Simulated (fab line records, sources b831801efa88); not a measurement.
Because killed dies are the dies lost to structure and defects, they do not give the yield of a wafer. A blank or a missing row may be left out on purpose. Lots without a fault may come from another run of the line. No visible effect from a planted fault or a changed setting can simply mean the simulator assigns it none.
What tool caused it? ; flow sky130 ; Sampling: 24 lots, 72 wafers, 3 of 708 route steps

== WHAT THE GAUGES SHOWED, per wafer ==
SKY_NWELL_OVL_MEAS_23.
lot;measured;on;NWELL_01_OVL (nm)
L074;day 5 06:31;overlay-02;-1.5 -2.8 -2.1
L075;day 5 12:39;overlay-01;-0.2 0.1 0.1
L076;day 5 19:21;overlay-01;-3.1 -4.1 -3.5
L077;day 6 04:59;overlay-02;-1.1 -1.8 -0.3
L078;day 6 11:40;overlay-02;-1.5 -1.2 -1.7
L079;day 6 15:33;overlay-02;-0.5 -0.5 0.4
L080;day 6 19:52;overlay-01;-0.1 0.4 -1.0
L081;day 7 04:47;overlay-02;-3.1 -2.9 -2.0
L082;day 7 10:42;overlay-01;-1.4 -3.6 -3.0
L083;day 7 14:52;overlay-01;1.5 2.0 -0.4
L084;day 7 17:26;overlay-01;-3.5 -2.8 -3.3
L085;day 8 02:05;overlay-01;-1.1 -1.6 0.0
L086;day 8 15:41;overlay-02;-2.6 -1.6 -0.8
L087;day 8 21:03;overlay-02;-0.7 -2.9 -1.7
L089;day 9 02:12;overlay-01;1.7 1.7 2.7
L088;day 9 03:37;overlay-01;-0.3 -0.7 -1.9
L090;day 9 09:04;overlay-01;1.6 -1.1 -1.1
L091;day 9 11:19;overlay-01;-1.2 -1.2 -0.2
L092;day 9 21:25;overlay-01;-0.2 1.7 -0.9
L093;day 10 03:13;overlay-01;0.1 -0.9 -1.3
L094;day 10 08:01;overlay-01;-3.0 -2.1 -1.7
L095;day 10 13:13;overlay-01;-2.8 -2.4 -2.3
L096;day 10 19:43;overlay-02;-1.7 -1.7 0.4
L097;day 11 01:09;overlay-02;-0.3 -0.5 1.1

SKY_VT_ADJUST_HVTR_OVL_MEAS_08.
lot;measured;on;VT_ADJUST_HVTR_OVL (nm)
L074;day 9 09:31;overlay-02;-1.3 -4.2 -3.4
L075;day 9 14:59;overlay-01;-0.7 -0.6 -0.9
L076;day 10 01:07;overlay-01;-1.3 -1.8 -0.4
L077;day 10 11:09;overlay-02;-2.6 -1.1 -2.0
L078;day 10 20:08;overlay-01;-3.8 -1.7 -1.8
L079;day 11 00:07;overlay-01;-1.3 0.4 -1.7
L080;day 11 06:50;overlay-02;-3.2 -2.9 -2.4
L081;day 11 14:08;overlay-01;0.1 1.5 0.4
L082;day 11 23:19;overlay-02;-1.4 -0.2 -0.2
L083;day 12 05:10;overlay-01;-0.9 -0.8 -1.7
L084;day 12 09:07;overlay-01;-1.7 -1.0 -3.2
L085;day 12 20:37;overlay-01;-1.9 -2.1 -1.2
L086;day 13 13:03;overlay-01;-4.8 -3.2 -1.3
L087;day 13 18:05;overlay-02;-4.7 -3.0 -4.0
L089;day 14 01:44;overlay-01;-0.6 -1.0 -0.3
L088;day 14 01:53;overlay-02;0.1 -1.9 -0.6
L090;day 14 10:50;overlay-02;1.2 -0.3 0.1
L091;day 14 13:58;overlay-02;0.2 0.0 0.4
L092;day 15 02:18;overlay-02;-0.4 -0.9 -0.2
L093;day 15 09:12;overlay-02;-0.6 -0.9 -1.0
L094;day 15 16:16;overlay-01;0.6 -2.0 -1.5
L095;day 15 21:25;overlay-02;-3.4 -4.3 -2.9
L096;day 16 06:16;overlay-01;-0.3 0.3 -0.6
L097;day 16 11:53;overlay-02;-3.4 -0.9 -2.8

== WHICH TOOL RAN EACH LOT (tool, then ch and the chambers of the sampled wafers, then the start) ==
lot;SKY_VT_ADJUST_HVTP_STRIP_10
L074;plasma asher-01 ch 0,1, day 6 01:22
L075;plasma asher-03 ch 0,1, day 6 07:47
L076;plasma asher-01 ch 0, day 6 15:20
L077;plasma asher-01 ch 0,1, day 7 00:50
L078;plasma asher-01 ch 0,1, day 7 07:34
L079;plasma asher-03 ch 0,1, day 7 12:23
L080;plasma asher-02 ch 0,1, day 7 16:31
L081;plasma asher-01 ch 0,1, day 8 01:23
L082;plasma asher-03 ch 0,1, day 8 08:32
L083;plasma asher-02 ch 0,1, day 8 11:41
L084;plasma asher-03 ch 0,1, day 8 14:47
L085;plasma asher-02 ch 0,1, day 8 23:44
L086;plasma asher-03 ch 0,1, day 9 13:08
L087;plasma asher-01 ch 0,1, day 9 17:17
L089;plasma asher-03 ch 1, day 9 23:37
L088;plasma asher-01 ch 0,1, day 10 01:00
L090;plasma asher-02 ch 0,1, day 10 07:39
L091;plasma asher-01 ch 0,1, day 10 10:11
L092;plasma asher-01 ch 0,1, day 10 20:56
L093;plasma asher-01 ch 0,1, day 11 02:38
L094;plasma asher-02 ch 0,1, day 11 07:46
L095;plasma asher-02 ch 0,1, day 11 13:27
L096;plasma asher-02 ch 0,1, day 11 20:23
L097;plasma asher-02 ch 0,1, day 12 02:05
- SKY_VT_ADJUST_HVTP_STRIP_10: strips in O2/N2.

== WHAT THE TOOLS THEMSELVES READ (means of the sampled wafers that have a number; where no wafer has one, the mark that the record gives instead) ==
SKY_VT_ADJUST_HVTP_STRIP_10.
lot;tool;drypump motor current A (A);o2 flow sccm (sccm);oes product au (a.u.);strip time to endpoint s (s)
L074;plasma asher-01;5.92;3008;0.710;14.20
L075;plasma asher-03;5.32;3009;0.713;14.19
L076;plasma asher-01;6.08;3000;0.711;14.21
L077;plasma asher-01;5.94;2991;0.715;14.23
L078;plasma asher-01;5.77;3004;0.714;14.19
L079;plasma asher-03;5.33;3001;0.716;14.17
L080;plasma asher-02;5.56;2998;0.714;14.20
L081;plasma asher-01;5.92;3007;0.716;14.19
L082;plasma asher-03;5.24;3007;0.719;14.23
L083;plasma asher-02;5.61;2995;0.713;14.19
L084;plasma asher-03;5.34;3003;0.715;14.26
L085;plasma asher-02;5.57;2995;0.715;14.22
L086;plasma asher-03;5.23;3003;0.718;14.25
L087;plasma asher-01;5.91;2996;0.713;14.19
L089;plasma asher-03;5.14;3000;0.718;14.19
L088;plasma asher-01;5.77;2995;0.713;14.18
L090;plasma asher-02;5.57;2991;0.716;14.25
L091;plasma asher-01;5.74;2999;0.714;14.16
L092;plasma asher-01;5.76;2983;0.719;14.17
L093;plasma asher-01;5.78;3001;0.714;14.24
L094;plasma asher-02;5.61;2997;0.716;14.22
L095;plasma asher-02;5.61;3007;0.717;14.16
L096;plasma asher-02;5.61;3003;0.716;14.17
L097;plasma asher-02;5.55;3006;0.716;14.19

== THE ANSWER, worked out from the rows above alone ==
Rule: what is usual is taken from the lots themselves. The widest of any qualifying gaps counts: lots, ordered by their means at a reading, are off when they make up no more than a third of the lots, leave a main group of 4 or more, and stand apart from it by 3 or more times the standard deviation of that group's means. A main group whose means are all the same, to the digits that the tables above print for the reading, isn't used. A lot without any number at a reading at which 4 lots or more have one is off too. Where the step has rows for the other lots, those lots are counted as sound. After the gauges, taken in route order, come the tools' own readings; for these a lot's mean is taken, as printed above. The first step at which some lot is off is used, and at that step the reading that is off furthest; a lot without a number counts as furthest.
No lot is off on any of the readings shown, so nothing can be concluded from this.

== WHAT WAS PUT IN BY THE SIMULATOR ==
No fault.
